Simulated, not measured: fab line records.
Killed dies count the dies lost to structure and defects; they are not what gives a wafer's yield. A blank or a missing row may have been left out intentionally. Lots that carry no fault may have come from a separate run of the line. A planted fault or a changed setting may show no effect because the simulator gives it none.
Which of the tools did it? | flow sky130 | Sampling: 24 lots, 72 wafers, 6 of 708 route steps

WHAT EACH GAUGE READ, for each wafer
SKY_METAL5_THK_MEAS_06: measures by xrf. Usual: METAL5_ALCU_THK 1131 nm, standard deviation 18.
lot  | measured     | on            | METAL5_ALCU_THK (nm) | flag
L075 | day 43 15:08 | film metro-03 | 1112 1110 1098       |
L077 | day 44 06:26 | film metro-03 | 1116 1092 1133       |
L074 | day 44 06:32 | film metro-04 | 1138 1131 1116       |
L076 | day 44 07:44 | film metro-04 | 1148 1147 1137       |
L078 | day 44 08:50 | film metro-04 | 1137 1170 1152       |
L079 | day 44 09:31 | film metro-04 | 1147 1127 1120       |
L080 | day 44 16:14 | film metro-03 | 1153 1161 1153       |
L081 | day 45 00:17 | film metro-04 | 1146 1154 1139       |
L082 | day 45 10:36 | film metro-03 | 1109 1139 1117       |
L084 | day 45 17:29 | film metro-04 | 1135 1130 1135       |
L083 | day 45 19:33 | film metro-04 | 1150 1126 1147       |
L085 | day 45 21:20 | film metro-03 | 1127 1115 1118       |
L086 | day 46 18:13 | film metro-04 | 1107 1110 1103       |
L088 | day 47 07:55 | film metro-03 | 1134 1160 1147       |
L087 | day 47 12:32 | film metro-03 | 1122 1114 1118       |
L090 | day 47 19:02 | film metro-04 | 1121 1123 1118       |
L089 | day 47 21:12 | film metro-02 | 1154 1130 1123       |
L092 | day 47 22:28 | film metro-02 | 1125 1150 1137       |
L091 | day 48 03:45 | film metro-02 | 1125 1112 1143       |
L093 | day 48 04:51 | film metro-03 | 1126 1123 1152       |
L094 | day 48 13:22 | film metro-03 | 1101 1108 1105       |
L095 | day 48 19:54 | film metro-03 | 1153 1145 1160       |
L096 | day 49 01:08 | film metro-04 | 1182 1159 1157       |
L097 | day 49 03:55 | film metro-03 | 1136 1127 1128       |

EACH LOT AND THE TOOL THAT RAN IT (in order: tool; ch and the chambers of the sampled wafers; start)
lot  | SKY_METAL1_SPUTTER_03        | SKY_METAL1_ETCH_18                | SKY_VIA1_ETCH_15                   | SKY_METAL3_SPUTTER_04        | SKY_METAL3_METAL_ETCH_18
L075 | pvd sputter-02, day 32 12:34 | rie metal-02 ch 0,1, day 33 15:06 | rie diel-01 ch 0,1, day 34 18:34   | pvd sputter-04, day 37 03:55 | rie metal-03 ch 0,1, day 39 07:48
L077 | pvd sputter-01, day 33 06:08 | rie metal-02 ch 1, day 34 09:08   | rie diel-02 ch 0,1,3, day 35 12:45 | pvd sputter-04, day 37 20:54 | rie metal-02 ch 0,1, day 39 23:13
L074 | pvd sputter-02, day 33 06:25 | rie metal-04 ch 0,1, day 34 09:19 | rie diel-03 ch 1,3, day 35 13:44   | pvd sputter-01, day 37 21:44 | rie metal-02 ch 0,1, day 40 00:53
L076 | pvd sputter-04, day 33 07:22 | rie metal-01 ch 0,1, day 34 09:47 | rie diel-01 ch 0,3, day 35 13:54   | pvd sputter-04, day 37 22:05 | rie metal-03 ch 0,1, day 40 01:19
L078 | pvd sputter-04, day 33 08:32 | rie metal-02 ch 0,1, day 34 10:54 | rie diel-03 ch 1,2,3, day 35 14:44 | pvd sputter-02, day 37 23:02 | rie metal-01 ch 0,1, day 40 02:58
L079 | pvd sputter-04, day 33 10:46 | rie metal-01 ch 0,1, day 34 14:03 | rie diel-02 ch 1,2,3, day 35 17:56 | pvd sputter-02, day 38 02:38 | rie metal-01 ch 0,1, day 40 04:46
L080 | pvd sputter-02, day 33 16:28 | rie metal-01 ch 0,1, day 34 18:57 | rie diel-02 ch 0,1,3, day 35 22:51 | pvd sputter-01, day 38 07:35 | rie metal-03 ch 0,1, day 40 10:00
L081 | pvd sputter-02, day 34 01:13 | rie metal-04 ch 0,1, day 35 04:07 | rie diel-01 ch 0,1,2, day 36 07:43 | pvd sputter-04, day 38 15:07 | rie metal-02 ch 0,1, day 40 18:13
L082 | pvd sputter-04, day 34 12:59 | rie metal-04 ch 0,1, day 35 15:59 | rie diel-01 ch 0,1,3, day 36 19:26 | pvd sputter-01, day 39 03:02 | rie metal-03 ch 0,1, day 41 05:00
L084 | pvd sputter-02, day 35 00:08 | rie metal-04 ch 0, day 36 02:50   | rie diel-01 ch 0,3, day 37 06:17   | pvd sputter-01, day 39 13:37 | rie metal-01 ch 0, day 41 15:19
L083 | pvd sputter-04, day 35 02:23 | rie metal-02 ch 0,1, day 36 04:19 | rie diel-02 ch 0,2,3, day 37 07:15 | pvd sputter-01, day 39 14:28 | rie metal-02 ch 0,1, day 41 16:16
L085 | pvd sputter-01, day 35 04:38 | rie metal-04 ch 1, day 36 06:35   | rie diel-02 ch 1,3, day 37 10:04   | pvd sputter-01, day 39 16:56 | rie metal-03 ch 0,1, day 41 18:25
L086 | pvd sputter-01, day 36 03:15 | rie metal-04 ch 0,1, day 37 05:56 | rie diel-01 ch 0,2, day 38 08:53   | pvd sputter-01, day 40 15:31 | rie metal-01 ch 0,1, day 42 16:53
L088 | pvd sputter-04, day 36 21:56 | rie metal-01 ch 0,1, day 38 00:11 | rie diel-01 ch 0,1,2, day 39 02:33 | pvd sputter-04, day 41 08:23 | rie metal-03 ch 0,1, day 43 08:27
L087 | pvd sputter-04, day 37 04:34 | rie metal-01 ch 0,1, day 38 06:47 | rie diel-03 ch 0,1,2, day 39 09:34 | pvd sputter-01, day 41 14:35 | rie metal-02 ch 0,1, day 43 14:16
L090 | pvd sputter-01, day 37 09:00 | rie metal-04 ch 1, day 38 11:15   | rie diel-01 ch 0,2, day 39 14:29   | pvd sputter-04, day 41 19:44 | rie metal-02 ch 0,1, day 43 19:57
L089 | pvd sputter-01, day 37 11:07 | rie metal-01 ch 0,1, day 38 13:26 | rie diel-01 ch 0,1,2, day 39 15:47 | pvd sputter-01, day 41 21:17 | rie metal-02 ch 0,1, day 43 21:45
L092 | pvd sputter-02, day 37 17:16 | rie metal-02 ch 0,1, day 38 19:03 | rie diel-02 ch 0,1,3, day 39 21:32 | pvd sputter-01, day 42 03:21 | rie metal-03 ch 1, day 44 02:33
L091 | pvd sputter-02, day 37 21:52 | rie metal-04 ch 0,1, day 38 22:48 | rie diel-01 ch 1,2,3, day 40 00:50 | pvd sputter-01, day 42 06:11 | rie metal-02 ch 0,1, day 44 05:49
L093 | pvd sputter-04, day 38 02:47 | rie metal-01 ch 1, day 39 04:02   | rie diel-01 ch 0,2,3, day 40 06:30 | pvd sputter-02, day 42 10:47 | rie metal-02 ch 0,1, day 44 09:26
L094 | pvd sputter-02, day 38 09:49 | rie metal-01 ch 0,1, day 39 11:32 | rie diel-02 ch 0,2,3, day 40 13:30 | pvd sputter-01, day 42 17:23 | rie metal-01 ch 0,1, day 44 17:04
L095 | pvd sputter-01, day 38 21:07 | rie metal-01 ch 0,1, day 39 22:28 | rie diel-01 ch 0,1,3, day 41 01:25 | pvd sputter-01, day 43 03:33 | rie metal-02 ch 0,1, day 45 01:46
L096 | pvd sputter-04, day 39 01:05 | rie metal-04 ch 0,1, day 40 02:18 | rie diel-01 ch 0,1,3, day 41 03:56 | pvd sputter-01, day 43 08:14 | rie metal-03 ch 0,1, day 45 07:28
L097 | pvd sputter-01, day 39 06:13 | rie metal-02 ch 0,1, day 40 06:50 | rie diel-02 ch 0,3, day 41 08:57   | pvd sputter-02, day 43 12:44 | rie metal-02 ch 0,1, day 45 12:25
- SKY_METAL1_SPUTTER_03: material Ti, target thk 5 nm, time 3.3 s.
- SKY_METAL1_ETCH_18: etches BARC in N2/H2, stops on SiO2, time 45.9 s, target depth 60 nm.
- SKY_VIA1_ETCH_15: etches SiO2 in C4F8/O2/Ar, stops on TiN, target depth 351 nm, time 54 s.
- SKY_METAL3_SPUTTER_04: material TiN, target thk 70 nm, time 58.3 s.
- SKY_METAL3_METAL_ETCH_18: etches the open film in Cl2/BCl3, stops on SiO2, target depth 845 nm, time 183.1 s.

WHAT THE TOOLS THEMSELVES READ (means of the sampled wafers that have a number; where no wafer has one, the mark that the record gives instead)
SKY_METAL1_SPUTTER_03. Usual: throttle valve pct 30.2 %, standard deviation 0.95.
lot  | tool           | throttle valve pct (%) | flag
L075 | pvd sputter-02 | 31.1                   |
L077 | pvd sputter-01 | 29.3                   |
L074 | pvd sputter-02 | 30.2                   |
L076 | pvd sputter-04 | 30.8                   |
L078 | pvd sputter-04 | 30.7                   |
L079 | pvd sputter-04 | 30.7                   |
L080 | pvd sputter-02 | 28.8                   |
L081 | pvd sputter-02 | 30.3                   |
L082 | pvd sputter-04 | 30.6                   |
L084 | pvd sputter-02 | 30.7                   |
L083 | pvd sputter-04 | 30.5                   |
L085 | pvd sputter-01 | 30.6                   |
L086 | pvd sputter-01 | 29.2                   |
L088 | pvd sputter-04 | 30.5                   |
L087 | pvd sputter-04 | 30.4                   |
L090 | pvd sputter-01 | 30.0                   |
L089 | pvd sputter-01 | 30.0                   |
L092 | pvd sputter-02 | 30.2                   |
L091 | pvd sputter-02 | 30.3                   |
L093 | pvd sputter-04 | 30.6                   |
L094 | pvd sputter-02 | 29.1                   |
L095 | pvd sputter-01 | 29.8                   |
L096 | pvd sputter-04 | 30.8                   |
L097 | pvd sputter-01 | 29.2                   |

SKY_METAL1_ETCH_18. Usual: bias w 99.9 W, standard deviation 0.3; drypump motor current A 5.7 A, standard deviation 0.46; he backside leak sccm 3.4 sccm, standard deviation 0.31; oes product au 0.848 a.u., standard deviation 0.0046; throttle valve pct 13.224 %, standard deviation 0.0082.
lot  | tool         | bias w (W) | drypump motor current A (A) | he backside leak sccm (sccm) | oes product au (a.u.) | throttle valve pct (%) | flag
L075 | rie metal-02 | 100.0      | 6.0                         | 3.4                          | 0.848                 | 13.231                 |
L077 | rie metal-02 | 99.3       | 6.0                         | 3.4                          | 0.844                 | 13.225                 |
L074 | rie metal-04 | 100.1      | 5.6                         | 3.6                          | 0.846                 | 13.222                 |
L076 | rie metal-01 | 100.1      | 5.7                         | 3.3                          | 0.847                 | 13.226                 |
L078 | rie metal-02 | 99.7       | 6.0                         | 3.4                          | 0.844                 | 13.222                 |
L079 | rie metal-01 | 99.8       | 5.7                         | 3.2                          | 0.846                 | 13.219                 |
L080 | rie metal-01 | 100.0      | 5.8                         | 3.3                          | 0.846                 | 13.220                 |
L081 | rie metal-04 | 100.0      | 5.2                         | 3.6                          | 0.849                 | 13.222                 |
L082 | rie metal-04 | 99.9       | 5.2                         | 3.6                          | 0.846                 | 13.218                 |
L084 | rie metal-04 | 99.7       | 4.8                         | 3.6                          | 0.847                 | 13.220                 |
L083 | rie metal-02 | 99.8       | 6.0                         | 3.5                          | 0.850                 | 13.216                 |
L085 | rie metal-04 | 100.1      | 6.1                         | 3.4                          | 0.845                 | 13.222                 |
L086 | rie metal-04 | 99.9       | 5.2                         | 3.6                          | 0.848                 | 13.225                 |
L088 | rie metal-01 | 100.0      | 5.8                         | 3.4                          | 0.850                 | 13.225                 |
L087 | rie metal-01 | 99.7       | 5.7                         | 3.2                          | 0.849                 | 13.225                 |
L090 | rie metal-04 | 100.3      | 6.1                         | 3.4                          | 0.853                 | 13.224                 |
L089 | rie metal-01 | 100.1      | 5.8                         | 3.5                          | 0.846                 | 13.216                 |
L092 | rie metal-02 | 99.6       | 6.0                         | 3.4                          | 0.848                 | 13.224                 |
L091 | rie metal-04 | 100.1      | 5.7                         | 3.5                          | 0.846                 | 13.217                 |
L093 | rie metal-01 | 100.0      | 5.5                         | 3.2                          | 0.851                 | 13.220                 |
L094 | rie metal-01 | 100.0      | 5.6                         | 3.4                          | 0.842                 | 13.224                 |
L095 | rie metal-01 | 100.1      | 5.6                         | 3.2                          | 0.846                 | 13.227                 |
L096 | rie metal-04 | 99.9       | 5.2                         | 3.5                          | 0.847                 | 13.227                 |
L097 | rie metal-02 | 99.7       | 5.9                         | 3.4                          | 0.850                 | 13.225                 |

SKY_VIA1_ETCH_15. Usual: bias w 1200 W, standard deviation 3.8; oes product au 0.981 a.u., standard deviation 0.0066.
lot  | tool        | bias w (W) | oes product au (a.u.) | flag
L075 | rie diel-01 | 1202       | 0.976                 |
L077 | rie diel-02 | 1197       | 0.977                 |
L074 | rie diel-03 | 1201       | 0.980                 |
L076 | rie diel-01 | 1198       | 0.986                 |
L078 | rie diel-03 | 1200       | 0.982                 |
L079 | rie diel-02 | 1199       | 0.976                 |
L080 | rie diel-02 | 1197       | 0.983                 |
L081 | rie diel-01 | 1201       | 0.980                 |
L082 | rie diel-01 | 1199       | 0.978                 |
L084 | rie diel-01 | 1201       | 0.983                 |
L083 | rie diel-02 | 1200       | 0.982                 |
L085 | rie diel-02 | 1200       | 0.982                 |
L086 | rie diel-01 | 1201       | 0.980                 |
L088 | rie diel-01 | 1202       | 0.984                 |
L087 | rie diel-03 | 1203       | 0.980                 |
L090 | rie diel-01 | 1199       | 0.972                 |
L089 | rie diel-01 | 1195       | 0.979                 |
L092 | rie diel-02 | 1200       | 0.978                 |
L091 | rie diel-01 | 1198       | 0.982                 |
L093 | rie diel-01 | 1202       | 0.982                 |
L094 | rie diel-02 | 1197       | 0.985                 |
L095 | rie diel-01 | 1201       | 0.980                 |
L096 | rie diel-01 | 1204       | 0.985                 |
L097 | rie diel-02 | 1197       | 0.985                 |

SKY_METAL3_SPUTTER_04. Usual: throttle valve pct 29.9 %, standard deviation 0.93.
lot  | tool           | throttle valve pct (%) | flag
L075 | pvd sputter-04 | 30.6                   |
L077 | pvd sputter-04 | 30.7                   |
L074 | pvd sputter-01 | 29.2                   |
L076 | pvd sputter-04 | 30.6                   |
L078 | pvd sputter-02 | 28.8                   |
L079 | pvd sputter-02 | 30.8                   |
L080 | pvd sputter-01 | 29.9                   |
L081 | pvd sputter-04 | 30.4                   |
L082 | pvd sputter-01 | 29.9                   |
L084 | pvd sputter-01 | 29.8                   |
L083 | pvd sputter-01 | 30.5                   |
L085 | pvd sputter-01 | 29.8                   |
L086 | pvd sputter-01 | 29.1                   |
L088 | pvd sputter-04 | 30.2                   |
L087 | pvd sputter-01 | 30.0                   |
L090 | pvd sputter-04 | 30.8                   |
L089 | pvd sputter-01 | 30.5                   |
L092 | pvd sputter-01 | 29.8                   |
L091 | pvd sputter-01 | 29.9                   |
L093 | pvd sputter-02 | 30.8                   |
L094 | pvd sputter-01 | 29.3                   |
L095 | pvd sputter-01 | 29.9                   |
L096 | pvd sputter-01 | 29.9                   |
L097 | pvd sputter-02 | 29.1                   |

SKY_METAL3_METAL_ETCH_18. Usual: bias w 48.52 W, standard deviation 0.14; drypump motor current A 5.90 A, standard deviation 0.19; he backside leak sccm 3.39 sccm, standard deviation 0.12; oes product au 0.868 a.u., standard deviation 0.0065; throttle valve pct 22.264 %, standard deviation 0.0084.
lot  | tool         | bias w (W) | drypump motor current A (A) | he backside leak sccm (sccm) | oes product au (a.u.) | throttle valve pct (%) | flag
L075 | rie metal-03 | 48.62      | 5.98                        | 3.33                         | 0.859                 | 22.269                 |
L077 | rie metal-02 | 48.53      | 5.93                        | 3.43                         | 0.865                 | 22.268                 |
L074 | rie metal-02 | 48.51      | 5.96                        | 3.42                         | 0.867                 | 22.263                 |
L076 | rie metal-03 | 48.51      | 5.85                        | 3.34                         | 0.868                 | 22.258                 |
L078 | rie metal-01 | 48.62      | 5.81                        | 3.36                         | 0.872                 | 22.265                 |
L079 | rie metal-01 | 48.42      | 5.81                        | 3.37                         | 0.874                 | 22.269                 |
L080 | rie metal-03 | 48.59      | 5.85                        | 3.37                         | 0.872                 | 22.254                 |
L081 | rie metal-02 | 48.48      | 5.95                        | 3.44                         | 0.863                 | 22.265                 |
L082 | rie metal-03 | 48.52      | 5.98                        | 3.39                         | 0.864                 | 22.263                 |
L084 | rie metal-01 | 48.51      | 5.97                        | 3.44                         | 0.877                 | 22.265                 |
L083 | rie metal-02 | 48.44      | 5.96                        | 3.29                         | 0.860                 | 22.265                 |
L085 | rie metal-03 | 48.58      | 5.86                        | 3.45                         | 0.873                 | 22.260                 |
L086 | rie metal-01 | 48.48      | 5.81                        | 3.34                         | 0.869                 | 22.262                 |
L088 | rie metal-03 | 48.58      | 6.00                        | 3.48                         | 0.868                 | 22.256                 |
L087 | rie metal-02 | 48.42      | 5.97                        | 3.38                         | 0.871                 | 22.280                 |
L090 | rie metal-02 | 48.49      | 5.96                        | 3.39                         | 0.868                 | 22.261                 |
L089 | rie metal-02 | 48.37      | 5.94                        | 3.43                         | 0.860                 | 22.258                 |
L092 | rie metal-03 | 48.49      | 6.11                        | 3.49                         | 0.868                 | 22.259                 |
L091 | rie metal-02 | 48.45      | 5.98                        | 3.45                         | 0.869                 | 22.263                 |
L093 | rie metal-02 | 48.69      | 5.94                        | 3.38                         | 0.872                 | 22.273                 |
L094 | rie metal-01 | 48.56      | 5.81                        | 3.30                         | 0.867                 | 22.264                 |
L095 | rie metal-02 | 48.55      | 5.95                        | 3.41                         | 0.865                 | 22.256                 |
L096 | rie metal-03 | 48.59      | 5.86                        | 3.35                         | 0.871                 | 22.262                 |
L097 | rie metal-02 | 48.42      | 5.93                        | 3.47                         | 0.873                 | 22.267                 |

THE ANSWER, worked out from the rows above alone
Rule: a lot counts as off when the mean over its wafers that have a number is more than 3 standard deviations away from the usual mean. A lot without any number at a reading at which 4 lots or more have one is off too. Any other lot the step has rows for is counted as sound. After the gauges, taken in route order, come the tools' own readings; for these a lot's mean is taken, as printed above. At the first step where some lot is off, the reading lying furthest off is the one used; lots without a number count as furthest.
No lot is off at any reading shown: from this, nothing can be told.

WHAT THE SIMULATOR HAD PUT IN
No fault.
